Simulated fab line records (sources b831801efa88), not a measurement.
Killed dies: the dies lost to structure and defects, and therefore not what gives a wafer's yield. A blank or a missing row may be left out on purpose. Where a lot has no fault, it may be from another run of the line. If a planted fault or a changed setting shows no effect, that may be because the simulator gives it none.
Which tool is to blame? ; flow gf180mcu ; 14 lots with 42 wafers sampled at 4 steps, on a route of 602 steps

== WHAT THE GAUGES SHOWED, per wafer ==
GF_V3_BOW_MEAS_05.
lot;measured;on;V3_BOW (um)
L300;day 21 23:04;filmMetro-03;106 110 119
L305;day 23 02:40;filmMetro-01;134 129 135
L313;day 26 01:49;filmMetro-03;124 118 123
L314;day 26 06:11;filmMetro-03;114 119 117
L315;day 26 18:15;filmMetro-03;132 116 125
L316;day 26 21:46;filmMetro-04;110 119 124
L317;day 27 07:53;filmMetro-01;118 117 117
L318;day 27 08:37;filmMetro-01;129 116 124
L319;day 27 22:11;filmMetro-01;115 127 122
L320;day 28 01:01;filmMetro-01;111 112 124
L322;day 28 16:25;filmMetro-04;115 138 143
L323;day 28 21:10;filmMetro-04;112 120 109

GF_V3_OVL_MEAS_15.
lot;measured;on;V3_OVL (nm)
L300;day 22 22:43;overlay-02;-6 3 -1
L305;day 24 01:01;overlay-01;4 7 11
L313;day 26 22:24;overlay-01;2 3 6
L314;day 27 03:18;overlay-02;-1 2 5
L315;day 27 16:04;overlay-01;-2 -1 3
L316;day 27 17:09;overlay-01;-8 2 -6
L317;day 28 02:34;overlay-02;5 12 4
L318;day 28 03:46;overlay-01;-3 -3 -2
L319;day 28 17:34;overlay-02;-12 2 -2
L320;day 28 20:46;overlay-02;-7 -1 5
L322;day 29 11:58;overlay-01;0 -7 3
L323;day 29 16:09;overlay-01;3 11 3

== EACH LOT AND THE TOOL THAT RAN IT (in order: tool; ch and the chambers of the sampled wafers; start) ==
lot;GF_VT_IMPLANT_DEVELOP_39;GF_V1_SPUTTER_21
L300;lithoTrack-02 ch 0, day 8 00:20;pvdSputter-01, day 18 17:09
L305;lithoTrack-03 ch 0, day 8 18:50;pvdSputter-01, day 19 21:03
L304;lithoTrack-02, day 8 21:32;-
L306;lithoTrack-04, day 9 07:24;-
L313;lithoTrack-02 ch 0, day 11 04:53;pvdSputter-03, day 23 02:11
L314;lithoTrack-04 ch 0, day 11 09:48;pvdSputter-03, day 23 07:38
L315;lithoTrack-03 ch 0, day 11 19:18;pvdSputter-03, day 23 20:18
L316;lithoTrack-03 ch 0, day 12 00:33;pvdSputter-03, day 24 01:25
L317;lithoTrack-02 ch 0, day 12 09:22;pvdSputter-02, day 24 12:46
L318;lithoTrack-02 ch 0, day 12 12:40;pvdSputter-01, day 24 12:50
L319;lithoTrack-04 ch 0, day 12 21:48;pvdSputter-02, day 25 03:03
L320;lithoTrack-03 ch 0, day 13 01:48;pvdSputter-03, day 25 08:09
L322;lithoTrack-04 ch 0, day 13 15:50;pvdSputter-02, day 25 22:07
L323;lithoTrack-02 ch 0, day 13 23:38;pvdSputter-02, day 26 04:42
- GF_VT_IMPLANT_DEVELOP_39: develop time 60 s.
- GF_V1_SPUTTER_21: material Ti, target thk 15 nm, time 80.02 s.

== WHAT THE TOOLS THEMSELVES READ (means of the sampled wafers that have a number; where no wafer has one, the mark that the record gives instead) ==
GF_VT_IMPLANT_DEVELOP_39.
lot;tool;chillPlateTempC (C)
L300;lithoTrack-02;23.02
L305;lithoTrack-03;22.97
L304;lithoTrack-02;-
L306;lithoTrack-04;-
L313;lithoTrack-02;23.04
L314;lithoTrack-04;22.99
L315;lithoTrack-03;23.01
L316;lithoTrack-03;23.07
L317;lithoTrack-02;22.92
L318;lithoTrack-02;23.03
L319;lithoTrack-04;22.92
L320;lithoTrack-03;22.98
L322;lithoTrack-04;22.88
L323;lithoTrack-02;22.89

GF_V1_SPUTTER_21.
lot;tool;throttleValvePct (%)
L300;pvdSputter-01;30.1
L305;pvdSputter-01;29.8
L313;pvdSputter-03;30.9
L314;pvdSputter-03;30.2
L315;pvdSputter-03;30.6
L316;pvdSputter-03;30.4
L317;pvdSputter-02;30.0
L318;pvdSputter-01;29.7
L319;pvdSputter-02;29.9
L320;pvdSputter-03;30.6
L322;pvdSputter-02;29.5
L323;pvdSputter-02;30.0

== THE ANSWER, worked out from the rows above alone ==
Rule: the lots themselves supply what counts as usual. The widest of any qualifying gaps counts: lots, ordered by their means at a reading, are off when they make up no more than a third of the lots, leave a main group of 4 or more, and stand apart from it by 3 or more times the standard deviation of that group's means. Not used: any main group whose means are identical at the precision the tables above print for the reading. A lot without any number at a reading at which 4 lots or more have one is off too. Any other lot the step has rows for is counted as sound. First the gauges in route order, then the tools' own readings, where a lot's mean is used as printed above. The first step at which some lot is off is used, and at that step the reading that is off furthest; a lot without a number counts as furthest.
Off: L304, L306 (GF_VT_IMPLANT_DEVELOP_39, chillPlateTempC). Without a number there: L304, L306. For the main group the mean is 22.98 C and the standard deviation 0.059.
A tool fits if, at that step or a process step before it, it ran every lot that is off, and no sound lot after the first of them. No candidate that was tried fits.

== WHAT THE SIMULATOR HAD INSERTED ==
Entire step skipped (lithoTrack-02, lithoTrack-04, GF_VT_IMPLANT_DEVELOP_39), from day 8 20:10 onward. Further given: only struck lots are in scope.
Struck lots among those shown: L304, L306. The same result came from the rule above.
